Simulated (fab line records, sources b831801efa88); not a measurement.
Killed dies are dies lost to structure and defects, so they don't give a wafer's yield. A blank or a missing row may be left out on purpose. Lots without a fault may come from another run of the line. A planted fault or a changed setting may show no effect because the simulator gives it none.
A struck lot beside a sound one | flow gf180mcu | 17 steps out of a route of 602
Sound: wafers L778.1, L778.3, L778.4. Struck: wafers L791.2, L791.3, L791.4. The cause comes at the end.
At each step with rows: each side's tool, then ch and its chambers, then its first start. Under that, the readings that differ: sound wafers | struck wafers | difference of the means | sigmas: that difference in standard deviations of wafers without a fault.
alike: readings whose means differ by less than 2 such deviations, and words and numbers that are the same on both sides. not compared: withheld readings, readings that some wafer has no value for, bounds like >300 that may hide the same value, and numbers for which the record gives no deviation and whose values overlap.
The two part at a step that has a row with sigmas, a row that says differs or no value, or rows on one side only. Numbers that don't overlap but have no deviation are shown without sigmas and don't part them. A reading that every wafer of one side lacks parts them only if that side has two wafers or more.

GF_V2_CMP_04: polishes SiO2.
  sound on cmp-01 ch 0,1,3, day 20 00:47; struck on cmp-02 ch 0,1,2, day 24 16:39
  alike: motor_current_A, time_to_endpoint_s
GF_V2_BOW_MEAS_05:
  sound on film_metro-03, day 20 01:02; struck on film_metro-03, day 24 16:58
  alike: V2_BOW
then, 8 steps without rows for these wafers: GF_V2_DEHYDRATE_06 (time 60 s); GF_V2_HMDS_07 (prime time 60 s); GF_V2_COAT_08; GF_V2_COAT_09 (resist thk 1000 nm); GF_V2_SOFTBAKE_10 (time 60 s); GF_V2_EXPOSE_11 (exposes mask Via2, target cd 260 nm); GF_V2_PEB_12 (peb time 90 s); GF_V2_DEVELOP_13 (develop time 60 s).
GF_V2_CD_MEAS_14: target cd 260 nm.
  sound on cd_sem-02, day 21 00:53; struck on cd_sem-01, day 25 13:59
  alike: cd_nm
GF_V2_OVL_MEAS_15:
  sound on overlay-02, day 21 01:01; struck on overlay-01, day 25 14:06
  alike: V2_OVL
GF_V2_ETCH_16: etches BARC in N2/H2.
  sound on rie_diel-02 ch 0,2,3, day 21 01:02; struck on rie_diel-01 ch 1,2,3, day 25 14:08
  no value came back on the struck wafers for any of 5 readings (bias_w (W), chamber_pressure_mTorr (mTorr) and others); on the sound wafers bias_w (W) reads 99.8 100.2 100.4
GF_V2_ETCH_17: etches SiO2 in C4F8/O2/Ar, stops on TiN, target depth 630 nm.
  sound on rie_diel-02 ch 0,2,3; struck on rie_diel-01 ch 1,2,3
  reading               | sound             | struck            | difference | sigmas
  oes_product_au (a.u.) | 0.855 0.854 0.859 | 0.369 0.373 0.371 | -0.485     | -99 or more
  alike: bias_w, chamber_pressure_mTorr
GF_V2_STRIP_18: strips in O2/N2.
  sound on plasma_asher-03 ch 0,1, day 21 01:10; struck on plasma_asher-03 ch 0,1, day 25 14:15
  reading               | sound             | struck            | difference | sigmas
  oes_product_au (a.u.) | 0.582 0.594 0.587 | 0.609 0.609 0.608 | +0.021     | +4
  alike: drypump_motor_current_A, heater_power_w
  not compared: rf_hours_counter_h
then, 1 step without rows for these wafers: GF_V2_STRIP_19 (strips in post etch residue remover, time 1200 s).
-- the record jumps here: 8 days lie between the struck wafers' starts before and after (it left off in module V2 and takes up again in module PASSIVATION, whose first step shown is number 602 of the route) --
GF_PASSIVATION_PROBE_99:
  the record has rows for the struck wafers here (prober-02, day 33 03:46) and none for the sound ones

WHERE THEY PART
First at GF_V2_ETCH_16; last, within this record, at GF_PASSIVATION_PROBE_99.

WHY: what the simulator had put in
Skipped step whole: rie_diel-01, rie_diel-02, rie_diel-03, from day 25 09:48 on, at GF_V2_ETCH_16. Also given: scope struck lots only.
